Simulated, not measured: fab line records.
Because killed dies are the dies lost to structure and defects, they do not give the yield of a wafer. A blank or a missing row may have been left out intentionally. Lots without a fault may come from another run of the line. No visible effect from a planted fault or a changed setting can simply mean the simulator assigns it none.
The tool behind it: which one? || flow sky130 || Sampling: 14 lots, 42 wafers, 4 of 708 route steps

## WHAT THE GAUGES READ, wafer by wafer
SKY_NWELL_THK_MEAS_02. Usual: NWELL_OXIDATION_THK 10.05 nm, standard deviation 0.17.
{"lot": "L981", "measured": "day 3 05:16", "on": "film metro-02", "NWELL_OXIDATION_THK (nm)": "9.72 9.80 9.64", "flag": ""}
{"lot": "L982", "measured": "day 3 05:16", "on": "film metro-01", "NWELL_OXIDATION_THK (nm)": "9.91 9.88 9.80", "flag": ""}
{"lot": "L984", "measured": "day 3 19:47", "on": "film metro-01", "NWELL_OXIDATION_THK (nm)": "10.04 9.96 10.05", "flag": ""}
{"lot": "L983", "measured": "day 3 19:47", "on": "film metro-02", "NWELL_OXIDATION_THK (nm)": "9.84 10.01 10.08", "flag": ""}
{"lot": "L985", "measured": "day 3 19:48", "on": "film metro-03", "NWELL_OXIDATION_THK (nm)": "10.02 9.96 10.05", "flag": ""}
{"lot": "L986", "measured": "day 4 02:07", "on": "film metro-02", "NWELL_OXIDATION_THK (nm)": "10.12 10.38 10.17", "flag": ""}
{"lot": "L990", "measured": "day 4 13:59", "on": "film metro-01", "NWELL_OXIDATION_THK (nm)": "9.98 9.86 9.70", "flag": ""}
{"lot": "L991", "measured": "day 4 20:39", "on": "film metro-02", "NWELL_OXIDATION_THK (nm)": "9.84 9.91 10.05", "flag": ""}
{"lot": "L993", "measured": "day 5 02:20", "on": "film metro-01", "NWELL_OXIDATION_THK (nm)": "10.27 10.22 10.21", "flag": ""}
{"lot": "L992", "measured": "day 5 03:49", "on": "film metro-02", "NWELL_OXIDATION_THK (nm)": "10.04 9.91 9.90", "flag": ""}
{"lot": "L995", "measured": "day 5 15:13", "on": "film metro-01", "NWELL_OXIDATION_THK (nm)": "10.05 10.20 10.08", "flag": ""}
{"lot": "L998", "measured": "day 6 06:09", "on": "film metro-02", "NWELL_OXIDATION_THK (nm)": "10.02 9.91 9.81", "flag": ""}
{"lot": "L999", "measured": "day 6 11:55", "on": "film metro-01", "NWELL_OXIDATION_THK (nm)": "10.15 10.18 9.94", "flag": ""}
{"lot": "L103", "measured": "day 7 13:19", "on": "film metro-03", "NWELL_OXIDATION_THK (nm)": "10.15 10.09 10.11", "flag": ""}

SKY_NWELL_TW_MEAS_15. Usual: NWELL_TW 1833, standard deviation 15.
{"lot": "L981", "measured": "day 5 05:58", "on": "film metro-01", "NWELL_TW": "1811 1804 1811", "flag": ""}
{"lot": "L982", "measured": "day 5 06:19", "on": "film metro-02", "NWELL_TW": "1833 1828 1828", "flag": ""}
{"lot": "L984", "measured": "day 6 00:13", "on": "film metro-02", "NWELL_TW": "1838 1845 1845", "flag": ""}
{"lot": "L983", "measured": "day 5 22:47", "on": "film metro-03", "NWELL_TW": "1845 1848 1839", "flag": ""}
{"lot": "L985", "measured": "day 6 00:35", "on": "film metro-02", "NWELL_TW": "1851 1851 1844", "flag": ""}
{"lot": "L986", "measured": "day 6 07:28", "on": "film metro-02", "NWELL_TW": "1839 1838 1839", "flag": ""}
{"lot": "L990", "measured": "day 6 20:17", "on": "film metro-01", "NWELL_TW": "1815 1805 1811", "flag": ""}
{"lot": "L991", "measured": "day 7 03:40", "on": "film metro-02", "NWELL_TW": "1831 1830 1832", "flag": ""}
{"lot": "L993", "measured": "day 7 10:10", "on": "film metro-01", "NWELL_TW": "1809 1808 1823", "flag": ""}
{"lot": "L992", "measured": "day 7 10:28", "on": "film metro-03", "NWELL_TW": "1843 1840 1842", "flag": ""}
{"lot": "L995", "measured": "day 8 00:05", "on": "film metro-02", "NWELL_TW": "1854 1857 1856", "flag": ""}
{"lot": "L998", "measured": "day 8 16:50", "on": "film metro-03", "NWELL_TW": "1827 1846 1840", "flag": ""}
{"lot": "L999", "measured": "day 8 23:05", "on": "film metro-01", "NWELL_TW": "1812 1821 1805", "flag": ""}
{"lot": "L103", "measured": "day 10 04:52", "on": "film metro-02", "NWELL_TW": "1839 1841 1839", "flag": ""}

SKY_NWELL_TW_MEAS_26. Usual: NWELL_2_TW 497, standard deviation 4.3.
{"lot": "L981", "measured": "day 5 23:16", "on": "film metro-02", "NWELL_2_TW": "498 497 494", "flag": ""}
{"lot": "L982", "measured": "day 6 00:04", "on": "film metro-03", "NWELL_2_TW": "500 501 501", "flag": ""}
{"lot": "L984", "measured": "day 6 18:43", "on": "film metro-02", "NWELL_2_TW": "503 499 504", "flag": ""}
{"lot": "L983", "measured": "day 6 17:26", "on": "film metro-01", "NWELL_2_TW": "493 493 494", "flag": ""}
{"lot": "L985", "measured": "day 6 19:37", "on": "film metro-02", "NWELL_2_TW": "502 501 501", "flag": ""}
{"lot": "L986", "measured": "day 7 02:16", "on": "film metro-01", "NWELL_2_TW": "494 495 493", "flag": ""}
{"lot": "L990", "measured": "day 7 15:02", "on": "film metro-01", "NWELL_2_TW": "495 490 493", "flag": ""}
{"lot": "L991", "measured": "day 7 22:58", "on": "film metro-03", "NWELL_2_TW": "504 503 503", "flag": ""}
{"lot": "L993", "measured": "day 8 06:23", "on": "film metro-01", "NWELL_2_TW": "522 524 522", "flag": "OFF"}
{"lot": "L992", "measured": "day 8 06:46", "on": "film metro-01", "NWELL_2_TW": "494 494 495", "flag": ""}
{"lot": "L995", "measured": "day 8 21:17", "on": "film metro-01", "NWELL_2_TW": "523 523 522", "flag": "OFF"}
{"lot": "L998", "measured": "day 9 14:20", "on": "film metro-03", "NWELL_2_TW": "497 497 496", "flag": ""}
{"lot": "L999", "measured": "day 9 20:58", "on": "film metro-01", "NWELL_2_TW": "493 496 493", "flag": ""}
{"lot": "L103", "measured": "day 11 03:46", "on": "film metro-03", "NWELL_2_TW": "503 500 499", "flag": ""}

## TOOL THAT RAN EACH LOT (tool first, then ch and the chambers of the sampled wafers, then the start)
{"lot": "L981", "SKY_NWELL_IMPLANT_24": "implanter-02 ch 0, day 5 23:01"}
{"lot": "L982", "SKY_NWELL_IMPLANT_24": "implanter-01 ch 0, day 5 23:49"}
{"lot": "L984", "SKY_NWELL_IMPLANT_24": "implanter-01 ch 0, day 6 18:28"}
{"lot": "L983", "SKY_NWELL_IMPLANT_24": "implanter-02 ch 0, day 6 17:12"}
{"lot": "L985", "SKY_NWELL_IMPLANT_24": "implanter-02 ch 0, day 6 19:23"}
{"lot": "L986", "SKY_NWELL_IMPLANT_24": "implanter-01 ch 0, day 7 02:02"}
{"lot": "L990", "SKY_NWELL_IMPLANT_24": "implanter-02 ch 0, day 7 14:49"}
{"lot": "L991", "SKY_NWELL_IMPLANT_24": "implanter-02 ch 0, day 7 22:43"}
{"lot": "L993", "SKY_NWELL_IMPLANT_24": "implanter-03 ch 0, day 8 06:08"}
{"lot": "L992", "SKY_NWELL_IMPLANT_24": "implanter-01 ch 0, day 8 06:31"}
{"lot": "L995", "SKY_NWELL_IMPLANT_24": "implanter-03 ch 0, day 8 21:04"}
{"lot": "L998", "SKY_NWELL_IMPLANT_24": "implanter-01 ch 0, day 9 14:07"}
{"lot": "L999", "SKY_NWELL_IMPLANT_24": "implanter-01 ch 0, day 9 20:44"}
{"lot": "L103", "SKY_NWELL_IMPLANT_24": "implanter-02 ch 0, day 11 03:31"}
- SKY_NWELL_IMPLANT_24

## WHAT THE TOOLS THEMSELVES READ (means of the sampled wafers that have a number; where no wafer has one, the mark that the record gives instead)
SKY_NWELL_IMPLANT_24. Usual: dose ions cm2 9.2e+12, standard deviation 1.2e+10; faraday current uA 52.1, standard deviation 1.1.
{"lot": "L981", "tool": "implanter-02", "dose ions cm2": 9.2e+12, "faraday current uA": 51.4, "flag": ""}
{"lot": "L982", "tool": "implanter-01", "dose ions cm2": 9.2e+12, "faraday current uA": 51.7, "flag": ""}
{"lot": "L984", "tool": "implanter-01", "dose ions cm2": 9.2e+12, "faraday current uA": 52.6, "flag": ""}
{"lot": "L983", "tool": "implanter-02", "dose ions cm2": 9.2e+12, "faraday current uA": 52.4, "flag": ""}
{"lot": "L985", "tool": "implanter-02", "dose ions cm2": 9.2e+12, "faraday current uA": 50.4, "flag": ""}
{"lot": "L986", "tool": "implanter-01", "dose ions cm2": 9.2e+12, "faraday current uA": 51.0, "flag": ""}
{"lot": "L990", "tool": "implanter-02", "dose ions cm2": 9.2e+12, "faraday current uA": 52.6, "flag": ""}
{"lot": "L991", "tool": "implanter-02", "dose ions cm2": 9.2e+12, "faraday current uA": 51.8, "flag": ""}
{"lot": "L993", "tool": "implanter-03", "dose ions cm2": 1.1e+13, "faraday current uA": 63.9, "flag": "OFF"}
{"lot": "L992", "tool": "implanter-01", "dose ions cm2": 9.2e+12, "faraday current uA": 51.8, "flag": ""}
{"lot": "L995", "tool": "implanter-03", "dose ions cm2": 1.1e+13, "faraday current uA": 62.5, "flag": "OFF"}
{"lot": "L998", "tool": "implanter-01", "dose ions cm2": 9.2e+12, "faraday current uA": 51.4, "flag": ""}
{"lot": "L999", "tool": "implanter-01", "dose ions cm2": 9.2e+12, "faraday current uA": 52.3, "flag": ""}
{"lot": "L103", "tool": "implanter-02", "dose ions cm2": 9.2e+12, "faraday current uA": 51.1, "flag": ""}

## THE ANSWER, worked out from the rows above alone
Rule: a lot is off if the mean of its wafers that have a number lies more than 3 standard deviations from the usual mean. A lot without any number at a reading at which 4 lots or more have one is off too. The other lots that the step has rows for count as sound. Order of review: gauges by route order, followed by the tools' own readings, for which a lot's mean as printed above is used. At the first step where some lot is off, the reading lying furthest off is the one used; lots without a number count as furthest.
Off: L993, L995, at SKY_NWELL_TW_MEAS_26 (NWELL_2_TW).
If a tool, at a process step before that reading, ran all the lots that are off and no sound lot after the first of them, it fits. The gauges at SKY_NWELL_TW_MEAS_26 aren't tried: what is off there is off at SKY_NWELL_IMPLANT_24 too, on other tools, and a gauge's error can't cause that. One candidate fits, namely implanter-03 at SKY_NWELL_IMPLANT_24. It ran no sound lot before its first lot that is off in this sample, so the start can't be narrowed down.
The tool's own readings at SKY_NWELL_IMPLANT_24 bear it out: on the lots that are off they differ by more than 5 times the standard deviation of the sound lots' means. dose ions cm2 reads 1.1e+13 there against 9.2e+12 on the sound lots; faraday current uA reads 63.2 there against 51.7 on the sound lots.

## WHAT THE SIMULATOR HAD PUT IN
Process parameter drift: implanter-03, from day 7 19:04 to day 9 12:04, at SKY_NWELL_IMPLANT_24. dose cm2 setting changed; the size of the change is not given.
Lots struck among those shown: L993, L995. Same finding as the rule above.
